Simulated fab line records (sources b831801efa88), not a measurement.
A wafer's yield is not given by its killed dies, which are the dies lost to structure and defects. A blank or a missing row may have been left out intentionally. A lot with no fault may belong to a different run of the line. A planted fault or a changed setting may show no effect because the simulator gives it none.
fab line records    flow sky130
[record] lots = 7  wafers = 21  last-day = 50
route steps=708 shown POLY_CUT@310 SD_P@320 RES_XHIGH@332 SD_N@342
lots that met no fault: from a run of the same line without faults
start-h: hours from the record's first day to the start of the lot's first wafer shown    wait-h: time in hours since the lot's previous step    " same as the row above    L1.1+2: one row covering several wafers at once    - either no value or no given start    * or withheld: withheld    < > ~ a bound
route shown NAME@n: NAME is a module with steps in the file, n the number in the route of the first one    usual: mean and standard deviation over wafers with no fault    same: alike in all rows    chamber/n: place in a boat    sites: readings site by site    _std_site: standard deviation across them    _edge_site: the outer-site mean with the inner-site mean subtracted    radius-mm: for every site, how far away it sits from the centre of the wafer    mask NAME#n: copy n    behind: the most recent tool/chamber to have shaped the wafer    hold: the reason the lot was held/the length of the hold in hours/how it ended    device: the n, p or np transistor that did not switch    end of line: the tests these same wafers got at the end of their route    step lacking rows: just its recipe    killed: the dies lost at the first sort to structure and to defects; this is not the yield of the wafer    map: a wafer's dies, x killed, . not, _ none there
set.NAME: the setting that was run; set.NAME@STEP: the one run at that earlier step    model.NAME: the simulator's own value behind a step, which no gauge read
certain route steps with their lots: each step a table, each wafer a row
services: when a tool's chamber went out of use (start-h, in hours from the record's first day, below 0 if earlier), for how many hours, and the reason
[[steps]]
[step SKY_POLY_CUT_COAT_03]
[recipe] resist = KrF-thick  spin-rpm = 3000  resist-thk-nm = 450
[step SKY_POLY_CUT_SOFTBAKE_04]
[recipe] temp-c = 100  time-s = 90  resist = KrF-thick
[step SKY_POLY_CUT_EXPOSE_05]
[recipe] mask-id = NPCM  na = 0.8  source-shape = annular  sigma-inner = 0.55  sigma-outer = 0.85  target-cd-nm = 270  dose-mj = 32
[step SKY_POLY_CUT_PEB_06]
[recipe] peb-temp-c = withheld  peb-time-s = withheld  resist = KrF-thick
[step SKY_POLY_CUT_DEVELOP_07]
[recipe] develop-time-s = 60  resist = KrF-thick  dev-temp-c = 21
[step SKY_POLY_CUT_CD_MEAS_08]
[recipe] target-cd-nm = 270
[usual] cd-nm = 269.8/1.6
lot.wafer  tool       chamber  start-h  wait-h  cd-nm
L332.1     cd-sem-01  -        677.83   -       269.2
L332.3     "          -        "        "       269.8
L332.4     "          -        "        "       268.2
L334.2     cd-sem-02  -        684.96   -       269.6
L334.4     "          -        "        "       268.3
L334.5     "          -        "        "       270.4
L333.2     cd-sem-02  -        686.07   -       268.3
L333.5     "          -        "        "       268.9
L333.6     "          -        "        "       268.0
L337.2     cd-sem-02  -        715.50   -       272.7
L337.4     "          -        "        "       272.8
L337.6     "          -        "        "       272.5
L338.1     cd-sem-02  -        719.55   -       268.2
L338.4     "          -        "        "       268.1
L338.6     "          -        "        "       267.8
L339.3     cd-sem-01  -        727.03   -       269.4
L339.5     "          -        "        "       269.9
L339.6     "          -        "        "       270.4
L340.1     cd-sem-02  -        734.61   -       271.2
L340.2     "          -        "        "       268.5
L340.3     "          -        "        "       270.8
[step SKY_POLY_CUT_OVL_MEAS_09]
[usual] POLY_CUT_OVL = 3/6
lot.wafer  tool        chamber  start-h  wait-h  POLY_CUT_OVL[nm]
L332.1     overlay-02  -        677.95   0.1     11
L332.3     "           -        "        "       -1
L332.4     "           -        "        "       -5
L334.2     overlay-01  -        685.06   0.1     12
L334.4     "           -        "        "       6
L334.5     "           -        "        "       0
L333.2     overlay-01  -        686.18   0.1     12
L333.5     "           -        "        "       5
L333.6     "           -        "        "       2
L337.2     overlay-01  -        715.61   0.1     1
L337.4     "           -        "        "       3
L337.6     "           -        "        "       2
L338.1     overlay-01  -        719.67   0.1     3
L338.4     "           -        "        "       2
L338.6     "           -        "        "       0
L339.3     overlay-01  -        727.12   0.1     2
L339.5     "           -        "        "       5
L339.6     "           -        "        "       -2
L340.1     overlay-01  -        734.73   0.1     3
L340.2     "           -        "        "       -12
L340.3     "           -        "        "       0
[step SKY_POLY_CUT_ETCH_10]
[recipe] chemistry = N2/H2  target = BARC  ion-energy-ev = 200  source-w = 500  bias-w = 100  pressure-mtorr = 30  n2-flow-sccm = 100  h2-flow-sccm = 200  stop-on = SiO2  time-s = 45.9  target-depth-a = 600
[usual] bias-w = 100.0/0.33  drypump-motor-current-A = 5.7/0.56  n2-flow-sccm = 100.02/0.27  oes-product-au = 0.855/0.0043  throttle-valve-pct = 13.225/0.0089
lot.wafer  tool         chamber  start-h  wait-h  bias-w  drypump-motor-current-A  n2-flow-sccm  oes-product-au  rf-hours-counter-h  throttle-valve-pct
L332.1     rie-diel-03  1        677.99   0.0     100.3   5.8                      99.88         0.854           7                   13.230
L332.3     "            0        "        "       99.7    6.1                      99.90         0.849           4                   13.217
L332.4     "            3        "        "       100.5   4.7                      100.10        0.856           13                  13.220
L334.2     rie-diel-03  3        685.09   0.0     100.3   4.8                      100.17        0.857           13                  13.223
L334.4     "            2        "        "       100.5   5.7                      100.14        0.852           53                  13.225
L334.5     "            2        "        "       99.9    5.7                      100.10        0.851           -                   13.235
L333.2     rie-diel-04  1        686.21   0.0     100.3   6.2                      100.69        0.854           1                   13.211
L333.5     "            2        "        "       99.3    5.6                      100.03        0.860           -                   13.229
L333.6     "            1        "        "       100.1   6.2                      100.28        0.858           -                   13.227
L337.2     rie-diel-03  0        715.64   0.0     100.5   6.1                      100.36        0.859           5                   13.227
L337.4     "            1        "        "       99.8    5.9                      100.23        0.855           8                   13.230
L337.6     "            2        "        "       100.3   5.7                      99.88         0.864           -                   13.233
L338.1     rie-diel-03  2        719.71   0.0     100.3   5.7                      99.92         0.859           54                  13.220
L338.4     "            1        "        "       100.3   5.8                      99.90         0.857           8                   13.216
L338.6     "            3        "        "       100.4   4.7                      100.70        0.850           -                   13.221
L339.3     rie-diel-03  3        727.14   0.0     99.8    4.8                      100.24        0.862           15                  13.236
L339.5     "            0        "        "       100.5   6.1                      100.04        0.851           -                   13.214
L339.6     "            1        "        "       100.1   5.8                      100.05        0.850           -                   13.233
L340.1     rie-diel-01  2        734.76   0.0     99.7    4.8                      99.84         0.856           18                  13.241
L340.2     "            1        "        "       100.1   6.4                      99.71         0.852           22                  13.211
L340.3     "            0        "        "       100.0   4.9                      100.26        0.858           19                  13.228
[step SKY_POLY_CUT_ETCH_11]
[recipe] target = Si3N4  chemistry = CF4/CH2F2/Ar  stop-on = poly-Si  source-w = 600  bias-w = 150  pressure-mtorr = 40  cf4-flow-sccm = 40  ch2f2-flow-sccm = 20  Ar_flow_sccm = 150  time-s = 42.5  target-depth-a = 600
[usual] bias-w = 150.1/0.42  drypump-motor-current-A = 5.7/0.56  oes-product-au = 0.829/0.0062  throttle-valve-pct = 14.994/0.0093
lot.wafer  tool         chamber  start-h  wait-h  bias-w  drypump-motor-current-A  oes-product-au  rf-hours-counter-h  throttle-valve-pct
L332.1     rie-diel-03  1        678.03   0.0     151.0   5.8                      0.830           7                   14.980
L332.3     "            0        "        "       150.0   6.1                      0.825           4                   14.976
L332.4     "            3        "        "       150.4   4.8                      0.822           13                  14.995
L334.2     rie-diel-03  3        685.14   0.0     149.9   4.8                      0.831           13                  14.980
L334.4     "            2        "        "       150.3   5.7                      0.827           53                  14.997
L334.5     "            2        "        "       149.7   5.7                      0.823           -                   14.973
L333.2     rie-diel-04  1        686.25   0.0     150.1   6.2                      0.821           1                   14.986
L333.5     "            2        "        "       150.1   5.6                      0.823           -                   14.991
L333.6     "            1        "        "       149.8   6.2                      0.821           -                   14.992
L337.2     rie-diel-03  0        715.68   0.0     151.1   6.1                      0.821           5                   15.007
L337.4     "            1        "        "       151.0   5.8                      0.826           8                   15.001
L337.6     "            2        "        "       150.1   5.7                      0.831           -                   15.002
L338.1     rie-diel-03  2        719.75   0.0     150.4   5.7                      0.836           54                  15.004
L338.4     "            1        "        "       149.7   5.8                      0.838           8                   14.999
L338.6     "            3        "        "       149.6   4.8                      0.833           -                   15.003
L339.3     rie-diel-03  3        727.19   0.0     150.5   4.8                      0.832           15                  14.983
L339.5     "            0        "        "       150.1   6.1                      0.829           -                   14.997
L339.6     "            1        "        "       149.5   5.8                      0.826           -                   14.997
L340.1     rie-diel-01  2        734.81   0.0     150.4   4.8                      0.834           18                  14.984
L340.2     "            1        "        "       149.6   6.3                      0.841           22                  15.009
L340.3     "            0        "        "       149.6   4.9                      0.831           19                  14.992
[step SKY_POLY_CUT_STRIP_12]
[recipe] chemistry = O2/N2  power-w = 1400  pressure-mtorr = 1500  platen-temp-c = withheld  o2-flow-sccm = 3000  n2-flow-sccm = 300  overash-fraction = 0.5
[usual] drypump-motor-current-A = 5.4/0.33  n2-flow-sccm = 299.9/0.9  oes-product-au = 0.453/0.0045  strip-time-to-endpoint-s = 5.362/0.016
lot.wafer  tool             chamber  start-h  wait-h  drypump-motor-current-A  n2-flow-sccm  oes-product-au  rf-hours-counter-h  strip-time-to-endpoint-s
L332.1     plasma-asher-04  1        678.07   0.0     5.1                      299.5         0.452           83                  5.345
L332.3     "                1        "        "       5.1                      299.3         0.456           -                   5.370
L332.4     "                0        "        "       5.2                      301.0         0.454           -                   5.363
L334.2     plasma-asher-02  0        685.18   0.0     5.9                      298.5         0.446           25                  5.342
L334.4     "                1        "        "       6.0                      300.3         0.460           -                   5.335
L334.5     "                1        "        "       6.0                      299.7         0.448           -                   5.340
L333.2     plasma-asher-02  1        686.29   0.0     6.0                      301.2         0.453           26                  5.367
L333.5     "                0        "        "       5.9                      300.7         0.458           -                   5.347
L333.6     "                1        "        "       6.0                      300.8         0.457           -                   5.368
L337.2     plasma-asher-01  0        715.72   0.0     5.2                      299.6         0.453           57                  5.360
L337.4     "                1        "        "       5.3                      301.7         0.453           -                   5.372
L337.6     "                1        "        "       5.3                      299.8         0.447           -                   5.368
L338.1     plasma-asher-04  1        719.79   0.0     5.1                      299.9         0.458           87                  5.380
L338.4     "                1        "        "       5.1                      300.0         0.459           -                   5.368
L338.6     "                0        "        "       5.2                      298.7         0.455           -                   5.371
L339.3     plasma-asher-04  1        727.26   0.1     5.1                      297.4         0.450           -                   5.338
L339.5     "                0        "        "       5.2                      299.0         0.458           -                   5.367
L339.6     "                1        "        "       5.1                      299.9         0.450           -                   5.364
L340.1     plasma-asher-01  1        734.85   0.0     5.4                      301.5         0.445           59                  5.345
L340.2     "                0        "        "       5.2                      298.4         0.457           59                  5.375
L340.3     "                0        "        "       5.2                      298.4         0.461           -                   5.370
[step SKY_SD_P_DEHYDRATE_00]
[recipe] temp-c = 200  time-s = 60
[step SKY_SD_P_HMDS_01]
[recipe] prime-time-s = 60  prime-temp-c = 120
[step SKY_SD_P_COAT_02]
[recipe] resist = NOVOLAK  spin-rpm = 3000  resist-thk-nm = 1140
[usual] chill-plate-temp-C = 23.00/0.09  dispense-pressure-kPa = 47/5.6
lot.wafer  tool            chamber  start-h  wait-h  chill-plate-temp-C  dispense-pressure-kPa
L332.1     litho-track-03  -        692.58   0.1     -                   -
L332.3     "               -        "        "       -                   -
L332.4     "               -        "        "       -                   -
L334.2     litho-track-01  -        699.68   0.1     -                   -
L334.4     "               -        "        "       -                   -
L334.5     "               -        "        "       -                   -
L333.2     litho-track-04  -        700.71   0.1     -                   -
L333.5     "               -        "        "       -                   -
L333.6     "               -        "        "       -                   -
L337.2     litho-track-01  0        729.63   0.1     22.98               46
L337.4     "               0        "        "       23.02               46
L337.6     "               0        "        "       23.03               46
L338.1     litho-track-01  0        733.25   0.1     22.85               46
L338.4     "               0        "        "       22.95               46
L338.6     "               0        "        "       22.97               46
L339.3     litho-track-04  0        740.73   0.1     22.91               55
L339.5     "               0        "        "       22.98               55
L339.6     "               0        "        "       22.88               55
L340.1     litho-track-01  0        748.55   0.1     22.95               46
L340.2     "               0        "        "       22.97               46
L340.3     "               0        "        "       23.07               46
[step SKY_SD_P_SOFTBAKE_03]
[recipe] temp-c = 90  time-s = 60  resist = NOVOLAK
[step SKY_SD_P_EXPOSE_04]
[recipe] mask-id = PSDM  na = 0.6  source-shape = conventional  sigma-outer = 0.6  polarization = unpolarized  target-cd-nm = 380  dose-mj = 138
[step SKY_SD_P_PEB_05]
[recipe] temp-c = withheld  time-s = *  resist = NOVOLAK
[step SKY_SD_P_DEVELOP_06]
[recipe] resist = NOVOLAK  developer = TMAH  develop-time-s = 60  dev-temp-c = 23
[step SKY_SD_P_CD_MEAS_07]
[recipe] target-cd-nm = 380
[usual] cd-nm = 380.5/2.5
lot.wafer  tool       chamber  start-h  wait-h  cd-nm
L332.1     cd-sem-01  -        706.68   0.1     -
L332.3     "          -        "        "       -
L332.4     "          -        "        "       -
L334.2     cd-sem-01  -        713.52   0.1     -
L334.4     "          -        "        "       -
L334.5     "          -        "        "       -
L333.2     cd-sem-02  -        714.80   0.1     -
L333.5     "          -        "        "       -
L333.6     "          -        "        "       -
L337.2     cd-sem-02  -        742.97   0.1     381.7
L337.4     "          -        "        "       380.8
L337.6     "          -        "        "       382.3
L338.1     cd-sem-01  -        747.43   0.1     384.2
L338.4     "          -        "        "       383.0
L338.6     "          -        "        "       386.7
L339.3     cd-sem-01  -        754.74   0.1     379.9
L339.5     "          -        "        "       379.4
L339.6     "          -        "        "       379.5
L340.1     cd-sem-02  -        762.33   0.1     377.2
L340.2     "          -        "        "       379.7
L340.3     "          -        "        "       379.4
[step SKY_SD_P_OVL_MEAS_08]
[usual] SD_P_OVL = 0.8/1.4
lot.wafer  tool        chamber  start-h  wait-h  SD_P_OVL[nm]
L332.1     overlay-02  -        706.80   0.1     -
L332.3     "           -        "        "       -
L332.4     "           -        "        "       -
L334.2     overlay-01  -        713.63   0.1     -
L334.4     "           -        "        "       -
L334.5     "           -        "        "       -
L333.2     overlay-01  -        714.91   0.1     -
L333.5     "           -        "        "       -
L333.6     "           -        "        "       -
L337.2     overlay-02  -        743.08   0.1     2.0
L337.4     "           -        "        "       -0.7
L337.6     "           -        "        "       0.4
L338.1     overlay-01  -        747.55   0.1     0.7
L338.4     "           -        "        "       2.3
L338.6     "           -        "        "       1.6
L339.3     overlay-02  -        754.83   0.1     3.1
L339.5     "           -        "        "       2.1
L339.6     "           -        "        "       2.8
L340.1     overlay-02  -        762.45   0.1     2.2
L340.2     "           -        "        "       -0.3
L340.3     "           -        "        "       0.7
[step SKY_SD_P_IMPLANT_09]
[recipe] species = BF2  energy-kev = 20  dose-cm2 = 3e+15  tilt-deg = 0
[step SKY_SD_P_STRIP_10]
[recipe] chemistry = O2/N2  power-w = 1400  pressure-mtorr = 1500  platen-temp-c = withheld  o2-flow-sccm = 3000  n2-flow-sccm = 300  overash-fraction = 0.5
[usual] drypump-motor-current-A = 5.9/0.4  n2-flow-sccm = 300.3/0.93  oes-product-au = 0.617/0.0043  strip-time-to-endpoint-s = 17.52/0.036
lot.wafer  tool             chamber  start-h  wait-h  drypump-motor-current-A  n2-flow-sccm  oes-product-au  rf-hours-counter-h  strip-time-to-endpoint-s
L332.1     plasma-asher-03  0        706.99   0.1     6.4                      299.3         -               102                 -
L332.3     "                1        "        "       5.9                      299.8         -               -                   -
L332.4     "                0        "        "       6.5                      299.7         -               -                   -
L334.2     plasma-asher-03  1        713.81   0.1     5.9                      301.4         -               103                 -
L334.4     "                1        "        "       5.9                      301.1         -               -                   -
L334.5     "                0        "        "       6.6                      301.5         -               -                   -
L333.2     plasma-asher-01  0        715.09   0.1     5.2                      302.2         -               57                  -
L333.5     "                1        "        "       5.3                      301.4         -               -                   -
L333.6     "                0        "        "       5.2                      300.2         -               -                   -
L337.2     plasma-asher-02  0        743.26   0.1     6.0                      301.8         0.614           31                  17.52
L337.4     "                1        "        "       6.0                      300.3         0.621           -                   17.50
L337.6     "                1        "        "       6.0                      300.2         0.619           -                   17.49
L338.1     plasma-asher-02  1        747.74   0.1     6.0                      299.0         0.616           32                  17.50
L338.4     "                0        "        "       5.9                      300.3         0.625           -                   17.51
L338.6     "                0        "        "       5.9                      299.9         0.622           -                   17.47
L339.3     plasma-asher-02  0        755.04   0.1     5.9                      300.4         0.613           -                   17.51
L339.5     "                1        "        "       6.0                      301.2         0.617           -                   17.48
L339.6     "                0        "        "       5.9                      300.6         0.618           -                   17.55
L340.1     plasma-asher-01  1        762.64   0.1     5.4                      299.2         0.624           62                  17.52
L340.2     "                0        "        "       5.2                      300.0         0.624           62                  17.56
L340.3     "                1        "        "       5.3                      298.3         0.619           -                   17.53
[step SKY_SD_P_TW_MEAS_11]
[usual] SD_P_TW = 2837/25
lot.wafer  tool           chamber  start-h  wait-h  SD_P_TW
L332.1     film-metro-03  -        707.09   0.1     2865
L332.3     "              -        "        "       2861
L332.4     "              -        "        "       2861
L334.2     film-metro-04  -        713.92   0.1     2833
L334.4     "              -        "        "       2824
L334.5     "              -        "        "       2831
L333.2     film-metro-04  -        715.20   0.1     2823
L333.5     "              -        "        "       2845
L333.6     "              -        "        "       2850
L337.2     film-metro-04  -        743.37   0.1     2840
L337.4     "              -        "        "       2830
L337.6     "              -        "        "       2845
L338.1     film-metro-04  -        747.84   0.1     2848
L338.4     "              -        "        "       2849
L338.6     "              -        "        "       2842
L339.3     film-metro-02  -        755.13   0.1     2816
L339.5     "              -        "        "       2795
L339.6     "              -        "        "       2822
L340.1     film-metro-04  -        762.74   0.1     2825
L340.2     "              -        "        "       2836
L340.3     "              -        "        "       2853
[step SKY_RES_XHIGH_DEHYDRATE_00]
[recipe] temp-c = 200  time-s = 60
[step SKY_RES_XHIGH_HMDS_01]
[recipe] prime-time-s = 60  prime-temp-c = 120
[step SKY_RES_XHIGH_COAT_02]
[recipe] resist = NOVOLAK  spin-rpm = 3000  resist-thk-nm = 1140
[step SKY_RES_XHIGH_SOFTBAKE_03]
[recipe] temp-c = 90  time-s = 60  resist = NOVOLAK
[step SKY_RES_XHIGH_EXPOSE_04]
[recipe] mask-id = URPM  na = 0.6  source-shape = conventional  sigma-outer = 0.6  polarization = unpolarized  target-cd-nm = 1270  dose-mj = 140
[step SKY_RES_XHIGH_PEB_05]
[recipe] temp-c = withheld  time-s = *  resist = NOVOLAK
[step SKY_RES_XHIGH_DEVELOP_06]
[recipe] resist = NOVOLAK  developer = TMAH  develop-time-s = 60  dev-temp-c = 23
[step SKY_RES_XHIGH_IMPLANT_07]
[recipe] species = BF2  energy-kev = 20  dose-cm2 = 3.6e+14  tilt-deg = 0
[step SKY_RES_XHIGH_STRIP_08]
[recipe] chemistry = O2/N2  power-w = 1400  pressure-mtorr = 1500  platen-temp-c = withheld  o2-flow-sccm = 3000  n2-flow-sccm = 300  overash-fraction = 0.5
[usual] drypump-motor-current-A = 5.4/0.42  n2-flow-sccm = 299.9/0.94  oes-product-au = 0.711/0.0046  strip-time-to-endpoint-s = 14.30/0.036
lot.wafer  tool             chamber  start-h  wait-h  drypump-motor-current-A  n2-flow-sccm  oes-product-au  rf-hours-counter-h  strip-time-to-endpoint-s
L332.1     plasma-asher-04  1        735.28   0.1     5.1                      300.2         0.717           89                  14.36
L332.3     "                1        "        "       5.1                      300.1         0.707           -                   14.36
L332.4     "                0        "        "       5.2                      299.2         0.708           -                   14.32
L334.2     plasma-asher-01  0        741.94   0.1     5.2                      300.5         0.710           60                  14.29
L334.4     "                0        "        "       5.2                      300.0         0.710           -                   14.31
L334.5     "                1        "        "       5.4                      299.9         0.706           -                   14.26
L333.2     plasma-asher-04  0        742.68   0.1     5.2                      300.4         0.707           89                  14.32
L333.5     "                1        "        "       5.1                      299.3         0.719           -                   14.36
L333.6     "                0        "        "       5.2                      300.7         0.714           -                   14.36
L337.2     plasma-asher-04  0        770.33   0.1     5.2                      300.3         0.717           92                  14.29
L337.4     "                1        "        "       5.1                      297.9         0.709           -                   14.32
L337.6     "                1        "        "       5.1                      298.9         0.711           -                   14.31
L338.1     plasma-asher-01  1        774.93   0.1     5.3                      299.0         0.716           63                  14.38
L338.4     "                0        "        "       5.2                      299.0         0.707           -                   14.37
L338.6     "                0        "        "       5.2                      299.4         0.708           -                   14.38
L339.3     plasma-asher-01  0        781.47   0.1     5.2                      298.9         0.714           -                   14.27
L339.5     "                1        "        "       5.3                      302.6         0.707           -                   14.30
L339.6     "                0        "        "       5.2                      299.7         0.711           -                   14.32
L340.1     plasma-asher-01  1        788.63   0.1     5.4                      297.8         0.712           64                  14.31
L340.2     "                0        "        "       5.2                      300.0         0.715           64                  14.28
L340.3     "                0        "        "       5.2                      300.2         0.713           -                   14.31
[step SKY_RES_XHIGH_TW_MEAS_09]
[usual] RES_XHIGH_TW = 1644/15
lot.wafer  tool           chamber  start-h  wait-h  RES_XHIGH_TW
L332.1     film-metro-02  -        735.38   0.1     2859
L332.3     "              -        "        "       2874
L332.4     "              -        "        "       2879
L334.2     film-metro-02  -        742.05   0.1     2875
L334.4     "              -        "        "       2863
L334.5     "              -        "        "       2867
L333.2     film-metro-04  -        742.79   0.1     2884
L333.5     "              -        "        "       2892
L333.6     "              -        "        "       2891
L337.2     film-metro-02  -        770.44   0.1     1620
L337.4     "              -        "        "       1628
L337.6     "              -        "        "       1636
L338.1     film-metro-04  -        775.03   0.1     1638
L338.4     "              -        "        "       1626
L338.6     "              -        "        "       1641
L339.3     film-metro-04  -        781.55   0.1     1630
L339.5     "              -        "        "       1633
L339.6     "              -        "        "       1635
L340.1     film-metro-04  -        788.73   0.1     1635
L340.2     "              -        "        "       1637
L340.3     "              -        "        "       1638
[step SKY_SD_N_DEHYDRATE_00]
[recipe] temp-c = 200  time-s = 60
[[services]]
tool             chamber  start-h  hours  kind
plasma-asher-04  -        681.56   2.1    repair
rie-diel-03      2        720.75   -      clean
rie-diel-03      2        720.75   21.3   scheduled-down
rie-diel-03      2        720.75   21.3   vent-cycle
plasma-asher-03  -        733.75   9.0    pm
plasma-asher-03  0        733.75   9.0    vent-cycle
plasma-asher-03  1        733.75   9.0    vent-cycle
plasma-asher-03  0        742.75   -      clean
plasma-asher-03  1        742.75   -      clean
litho-track-04   -        747.59   -      consumable-replace:filter
plasma-asher-04  -        749.36   3.9    repair
rie-diel-04      0        765.33   3.4    repair
rie-diel-04      -        777.10   0.4    repair
[[key]]
[first-sign] step = SKY_SD_P_COAT_02  reading = tool-record  direction = missing
[effect] step = SKY_SD_P_CD_MEAS_07  reading = cd-nm  direction = missing
[effect] step = SKY_SD_P_OVL_MEAS_08  reading = SD_P_OVL  direction = missing
[effect] step = SKY_RES_XHIGH_TW_MEAS_09  reading = RES_XHIGH_TW  direction = up  sigmas = 82  usual = 1644  struck = 2876
met-at SKY_SD_P_COAT_02
struck-wafers L332.1,L332.3,L332.4,L333.2,L333.5,L333.6,L334.2,L334.4,L334.5
sort-left-out L332.1,L332.3,L332.4,L333.2,L333.5,L333.6,L334.2,L334.4,L334.5
tester-left-out L332,L333,L334
[fault] kind = skipped-step-whole  tool = litho-track-01,litho-track-03,litho-track-04  chamber = -  onset-h = 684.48  steps = SKY_SD_P_COAT_02  scope = struck-lots-only
// tester-left-out: of these lots the tester's yield and bins aren't shown, on N5 and GAA mostly nor the transistor test; their killed dies are dies lost to structure and defects alone, not to doping, threshold or leakage, so they don't give the yield
// sort-left-out: the simulated sort isn't trusted on such a fault, so these wafers' sort isn't shown, and their yield isn't known
